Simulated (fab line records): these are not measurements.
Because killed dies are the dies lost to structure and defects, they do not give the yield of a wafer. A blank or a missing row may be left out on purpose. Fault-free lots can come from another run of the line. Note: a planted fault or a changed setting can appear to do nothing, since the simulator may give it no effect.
The tool behind it: which one? -- flow sky130 -- 12 lots with 36 wafers sampled at 5 steps, on a route of 708 steps

## WHAT THE GAUGES SHOWED, per wafer
SKY_FIELD_ISO_THK_MEAS_02.
lot,measured,on,FIELD_ISO_OXIDATION_00_THK (nm)
L580,day 1 17:23,film-metro-02,12.04 11.83 11.79
L582,day 2 02:44,film-metro-01,12.06 12.00 12.13
L587,day 3 03:40,film-metro-02,11.57 11.89 11.70
L588,day 3 08:38,film-metro-01,12.10 12.16 11.84
L590,day 3 19:29,film-metro-02,11.91 11.94 11.94
L596,day 5 01:04,film-metro-02,12.13 11.77 11.77
L597,day 5 06:43,film-metro-02,12.30 12.08 12.15
L598,day 5 11:30,film-metro-01,12.07 11.98 12.01
L599,day 5 15:38,film-metro-02,12.36 12.59 12.19
L600,day 5 21:29,film-metro-01,11.97 11.70 11.73
L601,day 6 01:38,film-metro-02,11.97 12.05 12.19
L602,day 6 07:14,film-metro-03,12.36 12.30 12.27

SKY_VT_ADJUST_HVTR_TW_MEAS_11.
lot,measured,on,VT_ADJUST_HVTR_TW
L580,day 9 20:26,film-metro-04,213.1 211.7 212.3
L582,day 10 05:31,film-metro-02,210.0 210.6 209.9
L587,day 12 01:47,film-metro-03,208.9 208.6 209.4
L588,day 12 05:02,film-metro-04,181.2 181.4 182.3 180.5 181.2 180.8
L590,day 12 20:41,film-metro-02,177.8 178.5 178.3 178.4 179.2 177.9
L596,day 14 17:32,film-metro-02,210.9 210.5 210.0
L597,day 15 00:34,film-metro-03,210.8 210.4 210.2
L598,day 15 08:36,film-metro-04,212.0 210.5 211.5
L599,day 15 15:02,film-metro-04,210.5 211.2 210.2
L600,day 16 02:16,film-metro-03,210.3 209.2 208.9
L601,day 16 07:15,film-metro-03,209.1 209.7 209.1
L602,day 16 14:43,film-metro-02,210.2 211.4 210.5

SKY_LI_CONTACT_THK_MEAS_23: measures by xrf.
lot,measured,on,LI_CONTACT_W_THK (nm)
L580,day 29 10:46,film-metro-03,404 401 411
L582,day 30 01:58,film-metro-01,391 405 401
L587,day 32 05:53,film-metro-03,406 401 400
L588,day 32 04:08,film-metro-03,398 408 408
L590,day 33 01:48,film-metro-04,401 399 401
L596,day 34 18:24,film-metro-01,402 406 400
L597,day 35 04:44,film-metro-03,406 403 409
L598,day 35 17:53,film-metro-04,400 398 402
L599,day 35 17:20,film-metro-04,411 391 412
L600,day 36 14:18,film-metro-01,391 396 391
L601,day 36 14:37,film-metro-04,391 414 407
L602,day 36 15:35,film-metro-04,413 410 386

## TOOL THAT RAN EACH LOT (tool first, then ch and the chambers of the sampled wafers, then the start)
lot,SKY_VT_ADJUST_NCORE_STRIP_10,SKY_VT_ADJUST_HVTR_IMPLANT_09
L580,"plasma-asher-02 ch 0,1, day 8 22:52","implanter-03 ch 0, day 9 20:13"
L582,"plasma-asher-03 ch 0,1, day 9 07:25","implanter-02 ch 0, day 10 05:17"
L587,"plasma-asher-03 ch 0,1, day 11 01:20","implanter-01 ch 0, day 12 01:32"
L588,"plasma-asher-02 ch 0,1, day 11 04:56","implanter-02 ch 0, day 12 04:47"
L590,"plasma-asher-04 ch 0,1, day 11 20:14","implanter-02 ch 0, day 12 20:26"
L596,"plasma-asher-03 ch 0,1, day 13 15:08","implanter-01 ch 0, day 14 17:17"
L597,"plasma-asher-04 ch 0,1, day 13 21:49","implanter-01 ch 0, day 15 00:22"
L598,"plasma-asher-02 ch 0,1, day 14 05:19","implanter-03 ch 0, day 15 08:23"
L599,"plasma-asher-02 ch 0,1, day 14 12:28","implanter-01 ch 0, day 15 14:47"
L600,"plasma-asher-02 ch 0,1, day 14 22:04","implanter-03 ch 0, day 16 02:02"
L601,"plasma-asher-02 ch 0,1, day 15 02:59","implanter-03 ch 0, day 16 07:00"
L602,"plasma-asher-02 ch 0,1, day 15 10:00","implanter-02 ch 0, day 16 14:29"
- SKY_VT_ADJUST_NCORE_STRIP_10: strips in O2/N2.
- SKY_VT_ADJUST_HVTR_IMPLANT_09

## AS READ BY THE TOOLS THEMSELVES (means over the sampled wafers that have a number; for cases with no such wafer, the mark the record gives instead)
SKY_VT_ADJUST_NCORE_STRIP_10.
lot,tool,drypump-motor-current-A (A),oes-product-au (a.u.),strip-time-to-endpoint-s (s)
L580,plasma-asher-02,5.4,0.713,14.25
L582,plasma-asher-03,5.9,0.711,14.20
L587,plasma-asher-03,5.8,0.721,14.19
L588,plasma-asher-02,5.1,0.719,14.19
L590,plasma-asher-04,5.5,0.716,14.15
L596,plasma-asher-03,5.9,0.716,14.20
L597,plasma-asher-04,5.5,0.715,14.24
L598,plasma-asher-02,5.2,0.714,14.21
L599,plasma-asher-02,5.1,0.712,14.15
L600,plasma-asher-02,5.1,0.713,14.20
L601,plasma-asher-02,5.4,0.716,14.19
L602,plasma-asher-02,5.4,0.719,14.21

SKY_VT_ADJUST_HVTR_IMPLANT_09.
lot,tool,dose-ions-cm2,faraday-current-uA
L580,implanter-03,2.0993e+12,11.88
L582,implanter-02,2.0999e+12,11.76
L587,implanter-01,2.0985e+12,11.83
L588,implanter-02,1.2007e+12,6.85
L590,implanter-02,1.1952e+12,6.73
L596,implanter-01,2.1009e+12,11.90
L597,implanter-01,2.1015e+12,11.77
L598,implanter-03,2.1008e+12,11.80
L599,implanter-01,2.0991e+12,11.93
L600,implanter-03,2.0993e+12,11.62
L601,implanter-03,2.1003e+12,11.71
L602,implanter-02,2.0977e+12,11.62

## THE ANSWER, worked out from the rows above alone
Rule: the lots themselves supply what counts as usual. The widest of any qualifying gaps counts: lots, ordered by their means at a reading, are off when they make up no more than a third of the lots, leave a main group of 4 or more, and stand apart from it by 3 or more times the standard deviation of that group's means. Not used: any main group whose means are identical at the precision the tables above print for the reading. Also off: a lot with no number at a reading for which 4 or more lots have one. The other lots that the step has rows for count as sound. The gauges are gone through in route order, then the tools' own readings, and for those a lot's mean is taken as printed above. The first step at which some lot is off is used, and at that step the reading that is off furthest; a lot without a number counts as furthest.
Off: L588, L590, at SKY_VT_ADJUST_HVTR_TW_MEAS_11 (VT_ADJUST_HVTR_TW). Main group: mean 210.4, sd 0.95.
A tool fits if, at a process step before that reading, it ran every lot that is off, and no sound lot after the first of them. The gauges at SKY_VT_ADJUST_HVTR_TW_MEAS_11 aren't tried: what is off there is off at SKY_VT_ADJUST_HVTR_IMPLANT_09 too, on other tools, and a gauge's error can't cause that. Not one of the candidates tried fits.

## WHAT HAD BEEN PUT IN BY THE SIMULATOR
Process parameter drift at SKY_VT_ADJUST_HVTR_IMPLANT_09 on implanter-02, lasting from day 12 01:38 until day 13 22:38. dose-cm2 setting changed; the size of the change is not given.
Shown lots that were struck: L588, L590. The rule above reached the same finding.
